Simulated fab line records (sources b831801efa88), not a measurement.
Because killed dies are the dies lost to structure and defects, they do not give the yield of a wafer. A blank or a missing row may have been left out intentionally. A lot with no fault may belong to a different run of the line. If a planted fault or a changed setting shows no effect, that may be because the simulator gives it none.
Which tool did it? | flow sky130 | 18 wafers sampled from 6 lots at 1 step of a route of 708

WHAT EACH GAUGE READ, for each wafer
SKY_POLY_GATE_THK_MEAS_04.
lot  | measured     | on            | POLY_GATE_CVD_03_THK (nm)
L852 | day 16 04:11 | film_metro-04 | 75.9 75.8 76.3
L854 | day 17 03:59 | film_metro-04 | 75.4 75.6 75.4
L857 | day 18 18:44 | film_metro-02 | 74.9 75.6 75.0
L864 | day 20 10:34 | film_metro-02 | 74.7 75.1 74.1
L868 | day 22 00:43 | film_metro-01 | 76.3 76.2 76.5
L870 | day 22 13:37 | film_metro-02 | 74.0 74.4 74.9

EACH LOT AND THE TOOL THAT RAN IT (in order: tool; ch and the chambers of the sampled wafers; start)
The record shows no process step preceding these readings.

THE ANSWER, worked out from the rows above alone
Rule: the lots themselves supply what counts as usual. Put in order of their means at a reading, lots are off if they are a third of the lots or fewer, leave a main group of 4 or more, and stand apart from it by a gap of 3 or more times the standard deviation of the main group's means; of several such gaps the widest counts. Not used: any main group whose means are identical at the precision the tables above print for the reading. A lot without any number at a reading at which 4 lots or more have one is off too. Any other lot the step has rows for is counted as sound.
No lot is off at any reading shown: from this, nothing can be told.

WHAT HAD BEEN PUT IN BY THE SIMULATOR
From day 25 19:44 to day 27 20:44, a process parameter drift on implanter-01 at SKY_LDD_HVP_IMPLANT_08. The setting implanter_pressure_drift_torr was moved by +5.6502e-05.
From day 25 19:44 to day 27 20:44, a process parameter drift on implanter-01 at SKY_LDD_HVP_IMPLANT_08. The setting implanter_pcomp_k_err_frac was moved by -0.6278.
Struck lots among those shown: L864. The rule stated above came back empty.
